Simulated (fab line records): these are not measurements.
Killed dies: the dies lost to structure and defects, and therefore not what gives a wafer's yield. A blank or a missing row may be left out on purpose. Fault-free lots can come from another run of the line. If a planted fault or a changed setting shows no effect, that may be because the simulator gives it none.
Which of the tools did it?	flow sky130	10 lots, 30 wafers sampled, at 3 steps of a route of 708

== WHAT THE GAUGES SHOWED, per wafer ==
SKY_FIELD_ISO_CD_MEAS_13: the cd target is 150 nm.
lot	measured	on	cdNm (nm)
L621	day 2 04:53	cdSem-01	149.9 151.5 149.6
L622	day 2 11:10	cdSem-01	150.9 150.8 150.4
L623	day 2 14:37	cdSem-01	149.9 149.1 149.8
L624	day 2 22:01	cdSem-01	148.5 146.1 148.8
L625	day 3 01:23	cdSem-01	146.5 147.9 148.1
L626	day 3 07:08	cdSem-01	151.3 150.3 151.7
L627	day 3 11:07	cdSem-01	150.1 150.5 151.2
L631	day 4 09:38	cdSem-01	147.8 148.5 150.0
L638	day 5 23:45	cdSem-01	151.3 151.9 151.5
L644	day 7 05:01	cdSem-02	150.0 152.1 149.7

SKY_NWELL_RS_MEAS_29: a four-point-probe measurement.
lot	measured	on	NWELL_RS (ohm/sq)
L621	day 5 10:58	filmMetro-03	623.8 624.2 625.5
L622	day 5 12:58	filmMetro-03	623.4 624.0 623.9
L623	day 5 16:46	filmMetro-03	626.6 625.6 625.9
L624	day 6 00:32	filmMetro-04	622.5 624.9 626.1
L625	day 6 03:10	filmMetro-04	626.6 627.7 627.0
L626	day 6 14:13	filmMetro-03	624.0 624.9 626.2
L627	day 6 19:42	filmMetro-04	623.6 624.7 623.8
L631	day 8 00:23	filmMetro-02	653.6 654.2 653.5 654.8 655.2 653.1
L638	day 10 00:35	filmMetro-02	622.9 621.1 621.5
L644	day 11 03:35	filmMetro-03	625.3 624.0 623.7

== WHAT TOOL EACH LOT RAN ON (gives the tool, then ch and the chambers of the sampled wafers, and finally the start) ==
lot	SKY_NWELL_IMPLANT_11
L621	implanter-01 ch 0, day 4 16:38
L622	implanter-02 ch 0, day 4 19:14
L623	implanter-02 ch 0, day 4 22:01
L624	implanter-02 ch 0, day 5 05:16
L625	implanter-01 ch 0, day 5 08:21
L626	implanter-02 ch 0, day 5 18:01
L627	implanter-02 ch 0, day 6 00:32
L631	implanter-02 ch 0, day 7 03:40
L638	implanter-04 ch 0, day 8 22:57
L644	implanter-04 ch 0, day 10 02:20
- SKY_NWELL_IMPLANT_11

== AS READ BY THE TOOLS THEMSELVES (means over the sampled wafers that have a number; for cases with no such wafer, the mark the record gives instead) ==
SKY_NWELL_IMPLANT_11.
lot	tool	endStationPressureTorr (Torr)
L621	implanter-01	4.99e-06
L622	implanter-02	5.44e-06
L623	implanter-02	4.94e-06
L624	implanter-02	5.09e-06
L625	implanter-01	5.01e-06
L626	implanter-02	5.36e-06
L627	implanter-02	5.09e-06
L631	implanter-02	5.02e-06
L638	implanter-04	4.85e-06
L644	implanter-04	4.97e-06

== THE ANSWER, worked out from the rows above alone ==
Rule: the usual values come from the lots themselves. Put in order of their means at a reading, lots are off if they are a third of the lots or fewer, leave a main group of 4 or more, and stand apart from it by a gap of 3 or more times the standard deviation of the main group's means; of several such gaps the widest counts. A main group is skipped when, at the precision printed for the reading in the tables above, its means are all equal. Also off: a lot with no number at a reading for which 4 or more lots have one. The other lots that the step has rows for count as sound. The gauges are gone through in route order, then the tools' own readings, and for those a lot's mean is taken as printed above. At the first step where some lot is off, the reading lying furthest off is the one used; lots without a number count as furthest.
Off: at SKY_NWELL_RS_MEAS_29 (NWELL_RS), L631. Mean 624.6 ohm/sq and standard deviation 1.4 in the main group.
A tool fits if, at a process step before that reading, it ran every lot that is off, and no sound lot after the first of them. Those tools and the gauges at SKY_NWELL_RS_MEAS_29 are tried in the same way. One fits: implanter-02 at SKY_NWELL_IMPLANT_11. A fault onset in the window from L627 (day 6 00:32, its last sound lot) to L631 (day 7 03:40, its first lot off) fits.

== WHAT THE SIMULATOR HAD PUT IN ==
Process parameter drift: implanter-02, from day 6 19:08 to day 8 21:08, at SKY_NWELL_IMPLANT_11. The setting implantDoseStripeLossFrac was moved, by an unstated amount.
Shown lots that were struck: L631. The rule above reached the same finding.
